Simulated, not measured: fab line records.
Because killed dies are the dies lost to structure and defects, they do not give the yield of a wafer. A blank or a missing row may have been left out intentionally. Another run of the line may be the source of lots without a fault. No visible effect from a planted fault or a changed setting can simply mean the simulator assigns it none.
Matching of chambers | flow sky130 | 4 sister chambers for SKY_VIA2_ETCH_15 on rie_diel-02
The step etches SiO2 in C4F8/O2/Ar, stops on TiN, target depth 546 nm, time 84 s. 4 wafers are shown with their chamber, then 8 later ones without.

== WAFERS WITH THEIR CHAMBER ==
wafer  | chamber | oes_product_au (a.u.)
L079.6 | 1       | 0.934
L080.6 | 2       | 0.942
L083.2 | 3       | 0.941
L085.3 | 0       | 0.944

== WAFERS MISSING THEIR CHAMBER ==
wafer  | oes_product_au (a.u.)
L085.4 | 0.938
L085.6 | 0.938
L086.3 | 0.941
L086.5 | 0.941
L086.6 | 0.940
L096.1 | 0.941
L096.5 | 0.940
L096.6 | 0.943

== THE CHAMBER EACH PASSED THROUGH ==
wafer  | from the rows above               | in truth
L085.4 | can't be placed: 3 or 1 or 2 or 0 | 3
L085.6 | can't be placed: 3 or 1 or 2 or 0 | 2
L086.3 | can't be placed: 3 or 2 or 0      | 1
L086.5 | can't be placed: 3 or 2 or 0      | 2
L086.6 | can't be placed: 3 or 2 or 0      | 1
L096.1 | can't be placed: 3 or 2 or 0      | 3
L096.5 | can't be placed: 3 or 2 or 0      | 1
L096.6 | can't be placed: 0 or 2 or 3      | 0
Placed correctly: 0 of 8. From these rows, 8 cannot be placed; in 5 the true chamber is one of the candidates. 0 placed wrongly.
How it was worked out, from the rows above alone: a wafer's distance from a chamber is the root of the sum, over the readings, of the square of ((its reading less the chamber's mean) divided by the reading's scatter). The wafer belongs to the nearest chamber; if the next one is less than 2 further off, it can't be placed. Each chamber's mean is taken over the wafers shown for it. The scatter: with one shown wafer a chamber, the root of the mean of the squares of how far each hidden wafer lies from its nearest shown one.
